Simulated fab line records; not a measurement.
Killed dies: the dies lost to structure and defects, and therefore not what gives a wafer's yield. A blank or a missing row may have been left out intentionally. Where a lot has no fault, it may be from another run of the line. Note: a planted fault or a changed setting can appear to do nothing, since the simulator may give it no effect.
8D (eight disciplines) problem report, filled in by code	flow gf180mcu	the parts of the form that need people (team, actions taken, sign-off) are left out

== 1. PROBLEM STATEMENT ==
LVPWELL_TW at GF_LVPWELL_TW_MEAS_11 reads a mean of 663 on 6 wafers of 2 lots; wafers without a fault read 558 with a standard deviation of 3.9. Measured from the usual mean, that is +27 standard deviations.
The first sign was on wafer L407.2 at day 7 21:06, on film-metro-04. The record holds 33 wafers of 11 lots with a number at this step. Rule for "out", or "out of limits": more than 4 standard deviations from the usual mean. The other wafers with a number count as sound.

== 2. WHAT IT IS AND WHAT IT IS NOT ==
question	is	is not
which readings at this step	LVPWELL_TW	-
which lots	L407, L411	L392, L395, L397, L398, L400, L401, L406, L412, L413
which wafers of those lots	all that have a number	-
read on which gauges	film-metro-02, film-metro-04	film-metro-01
when	from day 7 21:06	up to then (21 sound wafers); but 6 sound wafers of L412, L413 came after

== 3. SUSPECTS, AND WHAT RULES EACH OUT ==
Counting: a tool at any process step up to the reading remains a suspect when it ran all the lots that are out and ran no sound lot after the first of those.
- the gauge at GF_LVPWELL_TW_MEAS_11 is ruled out. 2 gauges (film-metro-02, film-metro-04) read the wafers that are out.
- implanter-04 at GF_LVPWELL_IMPLANT_08: kept. All lots that are out passed through it, beginning with L407 at day 7 20:43, and no sound lot followed; its final sound lot before that point was L400 at day 6 03:08. On those wafers its own readings are out: dose-ions-cm2, faraday-current-uA.
- plasma-asher-03 at GF_LVPWELL_STRIP_10 (strips in O2/N2): ruled out as a lasting fault. After its first lot that is out, L407 (day 7 20:59), sound lots L412, L413 ran on it.
The count leaves implanter-04 at GF_LVPWELL_IMPLANT_08.

== 4. THE CAUSE (what the simulator had put in) ==
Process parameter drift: implanter-04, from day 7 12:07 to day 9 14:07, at GF_LVPWELL_IMPLANT_08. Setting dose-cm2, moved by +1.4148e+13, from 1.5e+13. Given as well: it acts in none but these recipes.
The count eliminated every tool but this one.

== 5. THE CHAIN OF EFFECTS, in route order ==
Each row: a reading where the mean over the struck wafers with a number is more than 3 standard deviations away from the usual. Only readings for which the record gives a usual standard deviation are gone through. hours: the time from each lot's start at the first step in this table that gives one to its start at this step, as a median over the lots. sigmas: the change in usual standard deviations.
hours	step	reading	usual	on struck wafers	change	sigmas
0	GF_LVPWELL_IMPLANT_08	dose-ions-cm2	1.4999e+13	2.9149e+13	+1.4150e+13	+99 or more
0	GF_LVPWELL_IMPLANT_08	faraday-current-uA	84.7	165.4	+80.7	+47
0	GF_LVPWELL_TW_MEAS_11	LVPWELL_TW	558	663	+105	+27
109	GF_VT_IMPLANT_RS_MEAS_48	LVPWELL_RS	1197 ohm/sq	853	-344	-99 or more
Here are the process steps it includes:
- GF_LVPWELL_IMPLANT_08

== 6. WHAT WOULD HAVE CAUGHT IT SOONER ==
Counted from the fault's start at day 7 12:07, it took 9 hours until the first out-of-limits reading at a measuring or inspecting step in this record, taken at day 7 21:06.
At GF_LVPWELL_IMPLANT_08, the tool's own readings (dose-ions-cm2, faraday-current-uA) were out on each struck wafer the step has a row for, so an alarm limit on them would have fired on the first such wafer.
Of the lots that are out (2), L411 began GF_LVPWELL_IMPLANT_08 on implanter-04 after day 7 21:06. Had the tool been put on hold then, it would have been spared.
